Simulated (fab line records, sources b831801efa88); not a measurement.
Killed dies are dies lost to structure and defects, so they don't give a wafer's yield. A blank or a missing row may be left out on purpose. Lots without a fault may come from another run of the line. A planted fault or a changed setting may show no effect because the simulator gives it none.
Which tool did it? | flow sky130 | 11 lots, 32 wafers sampled, at 5 steps of a route of 708

WHAT THE GAUGES READ, wafer by wafer
SKY_VIA3_CD_MEAS_12: target cd 200 nm.
lot  | measured     | on        | cd_nm (nm)
L580 | day 40 11:20 | cd_sem-02 | 199.0 200.8 199.9
L581 | day 40 17:48 | cd_sem-01 | 201.7 200.2
L583 | day 41 07:16 | cd_sem-01 | 198.2 197.2 196.8
L587 | day 42 09:40 | cd_sem-02 | 199.4 200.3 198.3
L590 | day 43 12:47 | cd_sem-02 | 199.0 199.2 199.7
L593 | day 44 08:43 | cd_sem-01 | 201.0 201.7 200.5
L595 | day 44 17:46 | cd_sem-02 | 201.2 202.0 201.7
L596 | day 44 21:22 | cd_sem-02 | 198.5 200.5 200.6
L599 | day 45 15:22 | cd_sem-02 | 196.9 196.8 198.9
L600 | day 45 20:56 | cd_sem-01 | 201.0 201.3 201.0
L601 | day 46 00:45 | cd_sem-02 | 199.1 199.2 199.6

SKY_VIA3_RS_MEAS_22: measures by four-point-probe.
lot  | measured     | on            | VIA3_W_RS (ohm/sq)
L580 | day 40 12:22 | film_metro-02 | 0.295 0.285 0.286
L581 | day 40 18:50 | film_metro-02 | 0.288 0.301
L583 | day 41 08:22 | film_metro-01 | 0.286 0.287 0.300
L587 | day 42 10:44 | film_metro-02 | 0.299 0.299 0.284
L590 | day 43 13:49 | film_metro-04 | 0.283 0.281 0.300
L593 | day 44 09:47 | film_metro-04 | 0.289 0.287 0.297
L595 | day 44 18:50 | film_metro-02 | 0.302 0.285 0.286
L596 | day 44 22:26 | film_metro-01 | 0.281 0.296 0.282
L599 | day 45 16:23 | film_metro-01 | 0.290 0.289 0.301
L600 | day 45 21:59 | film_metro-01 | 0.285 0.298 0.289
L601 | day 46 01:47 | film_metro-04 | 0.287 0.287 0.297

WHICH TOOL RAN EACH LOT (tool, then ch and the chambers of the sampled wafers, then the start)
lot  | SKY_CAPM_CVD_00                 | SKY_METAL3_METAL_ETCH_18          | SKY_METAL3_STRIP_19
L580 | pecvd-03 ch 0,2, day 37 05:07   | rie_metal-04 ch 0,1, day 39 09:28 | plasma_asher-01 ch 0,1, day 39 09:38
L581 | pecvd-02 ch 0,2, day 37 11:00   | rie_metal-04 ch 0,1, day 39 15:07 | plasma_asher-02 ch 0,1, day 39 15:16
L583 | pecvd-03 ch 0,1, day 38 03:29   | rie_metal-03 ch 1, day 40 06:10   | plasma_asher-01 ch 0,1, day 40 06:20
L587 | pecvd-01 ch 0,1, day 39 07:59   | rie_metal-04 ch 0, day 41 08:57   | plasma_asher-02 ch 0,1, day 41 09:08
L590 | pecvd-02 ch 1,2, day 40 11:42   | rie_metal-01 ch 0,1, day 42 12:23 | plasma_asher-03 ch 0,1, day 42 12:32
L593 | pecvd-01 ch 1,2, day 41 09:07   | rie_metal-01 ch 0,1, day 43 08:44 | plasma_asher-01 ch 0,1, day 43 08:55
L595 | pecvd-03 ch 0,1,2, day 41 17:14 | rie_metal-03 ch 1, day 43 17:41   | plasma_asher-03 ch 0,1, day 43 17:52
L596 | pecvd-02 ch 1,2, day 41 22:02   | rie_metal-04 ch 1, day 43 21:32   | plasma_asher-03 ch 0,1, day 43 21:54
L599 | pecvd-01 ch 1,2, day 42 17:20   | rie_metal-01 ch 0,1, day 44 15:40 | plasma_asher-03 ch 0,1, day 44 15:50
L600 | pecvd-03 ch 0,2, day 42 23:29   | rie_metal-04 ch 0,1, day 44 21:38 | plasma_asher-03 ch 0,1, day 44 21:49
L601 | pecvd-03 ch 0,2, day 43 03:48   | rie_metal-04 ch 0,1, day 45 01:58 | plasma_asher-01 ch 0,1, day 45 02:07
- SKY_CAPM_CVD_00: deposits SiO2, target thk 15.5 nm.
- SKY_METAL3_METAL_ETCH_18: etches the open film in Cl2/BCl3, stops on SiO2, target depth 845 nm, time 183.1 s.
- SKY_METAL3_STRIP_19: strips in O2/N2.

WHAT THE TOOLS THEMSELVES READ (means of the sampled wafers that have a number; where no wafer has one, the mark that the record gives instead)
SKY_CAPM_CVD_00.
lot  | tool     | heater_power_w (W)
L580 | pecvd-03 | 885
L581 | pecvd-02 | 788
L583 | pecvd-03 | 814
L587 | pecvd-01 | 878
L590 | pecvd-02 | 736
L593 | pecvd-01 | 668
L595 | pecvd-03 | 778
L596 | pecvd-02 | 682
L599 | pecvd-01 | 644
L600 | pecvd-03 | 840
L601 | pecvd-03 | 787

SKY_METAL3_METAL_ETCH_18.
lot  | tool         | drypump_motor_current_A (A) | oes_product_au (a.u.) | throttle_valve_pct (%)
L580 | rie_metal-04 | 6.1                         | 0.864                 | 22.262
L581 | rie_metal-04 | 5.9                         | 0.845                 | 22.262
L583 | rie_metal-03 | 5.3                         | 0.864                 | 22.262
L587 | rie_metal-04 | 6.5                         | 0.833                 | 22.261
L590 | rie_metal-01 | 5.6                         | 0.863                 | 22.269
L593 | rie_metal-01 | 5.7                         | 0.868                 | 22.272
L595 | rie_metal-03 | 5.3                         | 0.867                 | 22.265
L596 | rie_metal-04 | 5.3                         | 0.862                 | 22.256
L599 | rie_metal-01 | 5.6                         | 0.863                 | 22.267
L600 | rie_metal-04 | 6.1                         | 0.859                 | 22.260
L601 | rie_metal-04 | 5.7                         | 0.866                 | 22.263

SKY_METAL3_STRIP_19.
lot  | tool            | drypump_motor_current_A (A) | n2_flow_sccm (sccm) | oes_product_au (a.u.) | strip_time_to_endpoint_s (s)
L580 | plasma_asher-01 | 5.8                         | 300.2               | 0.500                 | 6.50
L581 | plasma_asher-02 | 5.8                         | 300.0               | 0.484                 | 6.15
L583 | plasma_asher-01 | 5.8                         | 300.5               | 0.506                 | 6.50
L587 | plasma_asher-02 | 6.0                         | 299.7               | 0.490                 | 6.25
L590 | plasma_asher-03 | 6.2                         | 299.7               | 0.497                 | 6.48
L593 | plasma_asher-01 | 5.8                         | 300.3               | 0.502                 | 6.50
L595 | plasma_asher-03 | 6.2                         | 300.0               | 0.506                 | 6.58
L596 | plasma_asher-03 | 6.2                         | 299.8               | 0.495                 | 6.37
L599 | plasma_asher-03 | 6.2                         | 298.9               | 0.497                 | 6.41
L600 | plasma_asher-03 | 6.1                         | 300.2               | 0.499                 | 6.49
L601 | plasma_asher-01 | 5.8                         | 300.2               | 0.496                 | 6.42

THE ANSWER, worked out from the rows above alone
Rule: what is usual is taken from the lots themselves. Put in order of their means at a reading, lots are off if they are a third of the lots or fewer, leave a main group of 4 or more, and stand apart from it by a gap of 3 or more times the standard deviation of the main group's means; of several such gaps the widest counts. A main group whose means are all the same, to the digits that the tables above print for the reading, isn't used. A lot without any number at a reading at which 4 lots or more have one is off too. The other lots that the step has rows for count as sound. The gauges are gone through in route order, then the tools' own readings, and for those a lot's mean is taken as printed above. The first step at which some lot is off is used, and at that step the reading that is off furthest; a lot without a number counts as furthest.
Off: L581, L587, at SKY_METAL3_METAL_ETCH_18 (oes_product_au). The main group: mean 0.864 a.u., standard deviation 0.0026.
A tool fits if, at that step or a process step before it, it ran every lot that is off, and no sound lot after the first of them. None of those tried fits.

WHAT THE SIMULATOR HAD PUT IN
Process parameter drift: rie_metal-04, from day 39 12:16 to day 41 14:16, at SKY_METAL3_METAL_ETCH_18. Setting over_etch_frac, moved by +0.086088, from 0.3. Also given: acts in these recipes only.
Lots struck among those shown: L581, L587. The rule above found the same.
